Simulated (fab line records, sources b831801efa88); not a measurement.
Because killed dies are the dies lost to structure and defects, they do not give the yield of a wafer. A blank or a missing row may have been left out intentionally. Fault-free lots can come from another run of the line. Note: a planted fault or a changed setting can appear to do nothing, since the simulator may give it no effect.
Which tool did it? ; flow gf180mcu ; 11 lots, 33 wafers sampled, at 6 steps of a route of 602

## WHAT THE GAUGES SHOWED, per wafer
GF_V4_THK_MEAS_01.
lot;measured;on;V4_CVD_00_THK (nm)
L986;day 23 05:13;film_metro-03;607 605 606
L989;day 24 19:02;film_metro-03;593 597 592
L990;day 24 22:01;film_metro-01;592 592 598
L991;day 25 19:04;film_metro-01;581 596 593
L994;day 26 03:13;film_metro-01;604 600 605
L993;day 26 04:10;film_metro-03;602 600 599
L995;day 26 10:20;film_metro-03;598 594 601
L996;day 27 01:19;film_metro-02;596 601 592
L999;day 27 18:13;film_metro-02;596 598 598
L100;day 28 02:31;film_metro-01;600 591 598
L105;day 29 10:25;film_metro-01;612 593 599

GF_V4_BOW_MEAS_05.
lot;measured;on;V4_BOW (um)
L986;day 23 05:44;film_metro-01;138 143 137
L989;day 24 19:32;film_metro-02;143 138 148
L990;day 24 23:00;film_metro-03;144 137 144
L991;day 25 19:34;film_metro-01;142 137 116
L994;day 26 03:45;film_metro-01;143 133 130
L993;day 26 04:42;film_metro-02;132 115 133
L995;day 26 10:51;film_metro-02;142 136 137
L996;day 27 01:50;film_metro-03;133 127 142
L999;day 27 18:42;film_metro-03;138 141 139
L100;day 28 03:03;film_metro-02;146 151 146
L105;day 29 10:55;film_metro-03;149 142 144

GF_V4_RS_MEAS_24: the measuring method here is four-point-probe.
lot;measured;on;V4_W_RS (ohm/sq)
L986;day 24 05:11;film_metro-03;0.331 0.336 0.337
L989;day 25 18:14;film_metro-01;0.333 0.330 0.337
L990;day 25 20:38;film_metro-03;0.327 0.337 0.327
L991;day 26 17:34;film_metro-01;0.327 0.333 0.333
L994;day 27 01:13;film_metro-03;0.326 0.329 0.324
L993;day 27 02:45;film_metro-01;0.326 0.325 0.326
L995;day 27 08:11;film_metro-01;0.327 0.333 0.327
L996;day 27 23:00;film_metro-03;0.338 0.334 0.329
L999;day 28 15:25;film_metro-02;0.331 0.323 0.327
L100;day 28 23:44;film_metro-03;0.332 0.335 0.334
L105;day 30 07:17;film_metro-01;0.186 0.187 0.324

GF_V4_THK_MEAS_25: measures by xrf.
lot;measured;on;V4_W_THK (nm)
L986;day 24 05:17;film_metro-03;341 334 331
L989;day 25 18:21;film_metro-01;342 345 340
L990;day 25 20:45;film_metro-03;339 333 340
L991;day 26 17:41;film_metro-01;340 338 336
L994;day 27 01:19;film_metro-03;344 340 346
L993;day 27 02:52;film_metro-01;348 349 348
L995;day 27 08:16;film_metro-01;348 340 345
L996;day 27 23:07;film_metro-03;334 335 342
L999;day 28 15:32;film_metro-02;345 351 347
L100;day 28 23:51;film_metro-03;340 338 338
L105;day 30 07:24;film_metro-01;- - 345

## EACH LOT AND THE TOOL THAT RAN IT (in order: tool; ch and the chambers of the sampled wafers; start)
lot;GF_V4_STRIP_18;GF_V4_CVD_23
L986;plasma_asher-01 ch 0,1, day 24 04:23;cvd_w-01 ch 0,1, day 24 05:03
L989;plasma_asher-01 ch 1, day 25 17:29;cvd_w-01 ch 0,1, day 25 18:07
L990;plasma_asher-02 ch 0,1, day 25 19:52;cvd_w-02 ch 0,1, day 25 20:31
L991;plasma_asher-04 ch 0,1, day 26 16:47;cvd_w-01 ch 0,1, day 26 17:27
L994;plasma_asher-04 ch 0,1, day 27 00:25;cvd_w-01 ch 0,1, day 27 01:05
L993;plasma_asher-04 ch 0,1, day 27 01:56;cvd_w-02 ch 0,1, day 27 02:34
L995;plasma_asher-02 ch 0,1, day 27 07:24;cvd_w-01 ch 0,1, day 27 08:03
L996;plasma_asher-01 ch 0,1, day 27 22:14;cvd_w-01 ch 0,1, day 27 22:52
L999;plasma_asher-02 ch 1, day 28 14:40;cvd_w-02 ch 0,1, day 28 15:19
L100;plasma_asher-04 ch 0, day 28 22:59;cvd_w-01 ch 1, day 28 23:37
L105;plasma_asher-01 ch 0,1, day 30 06:31;cvd_w-02 ch 0,1, day 30 07:09
- GF_V4_STRIP_18: strips in O2/N2.
- GF_V4_CVD_23: deposits W, target thk 350 nm, time 104.9 s.

## WHAT THE TOOLS THEMSELVES READ (means of the sampled wafers that have a number; where no wafer has one, the mark that the record gives instead)
GF_V4_STRIP_18.
lot;tool;drypump_motor_current_A (A);heater_power_w (W);oes_product_au (a.u.)
L986;plasma_asher-01;5.5;363;0.592
L989;plasma_asher-01;5.7;390;0.597
L990;plasma_asher-02;5.4;306;0.593
L991;plasma_asher-04;5.4;355;0.595
L994;plasma_asher-04;5.8;341;0.594
L993;plasma_asher-04;5.9;337;0.596
L995;plasma_asher-02;5.4;317;0.595
L996;plasma_asher-01;5.5;367;0.596
L999;plasma_asher-02;4.9;309;0.601
L100;plasma_asher-04;6.3;334;0.590
L105;plasma_asher-01;5.5;364;0.595

GF_V4_CVD_23.
lot;tool;heater_power_w (W)
L986;cvd_w-01;812
L989;cvd_w-01;811
L990;cvd_w-02;921
L991;cvd_w-01;792
L994;cvd_w-01;790
L993;cvd_w-02;904
L995;cvd_w-01;797
L996;cvd_w-01;784
L999;cvd_w-02;923
L100;cvd_w-01;835
L105;cvd_w-02;892

## THE ANSWER, worked out from the rows above alone
Rule: the lots themselves supply what counts as usual. The widest of any qualifying gaps counts: lots, ordered by their means at a reading, are off when they make up no more than a third of the lots, leave a main group of 4 or more, and stand apart from it by 3 or more times the standard deviation of that group's means. If all means in a main group match to the digits the tables above print for the reading, that group is not used. A lot without any number at a reading at which 4 lots or more have one is off too. All remaining lots with rows at the step are treated as sound. After the gauges, taken in route order, come the tools' own readings; for these a lot's mean is taken, as printed above. At the first step where some lot is off, the reading lying furthest off is the one used; lots without a number count as furthest.
Off: L105, seen at GF_V4_RS_MEAS_24 (V4_W_RS). Main group: mean 0.330 ohm/sq, sd 0.0032.
If a tool, at a process step before that reading, ran all the lots that are off and no sound lot after the first of them, it fits. Those tools and the gauges at GF_V4_RS_MEAS_24 are tried in the same way. Can't be told from this: 3 tools fit, plasma_asher-01 at GF_V4_STRIP_18, cvd_w-02 at GF_V4_CVD_23, film_metro-01 at GF_V4_RS_MEAS_24.

## WHAT HAD BEEN PUT IN BY THE SIMULATOR
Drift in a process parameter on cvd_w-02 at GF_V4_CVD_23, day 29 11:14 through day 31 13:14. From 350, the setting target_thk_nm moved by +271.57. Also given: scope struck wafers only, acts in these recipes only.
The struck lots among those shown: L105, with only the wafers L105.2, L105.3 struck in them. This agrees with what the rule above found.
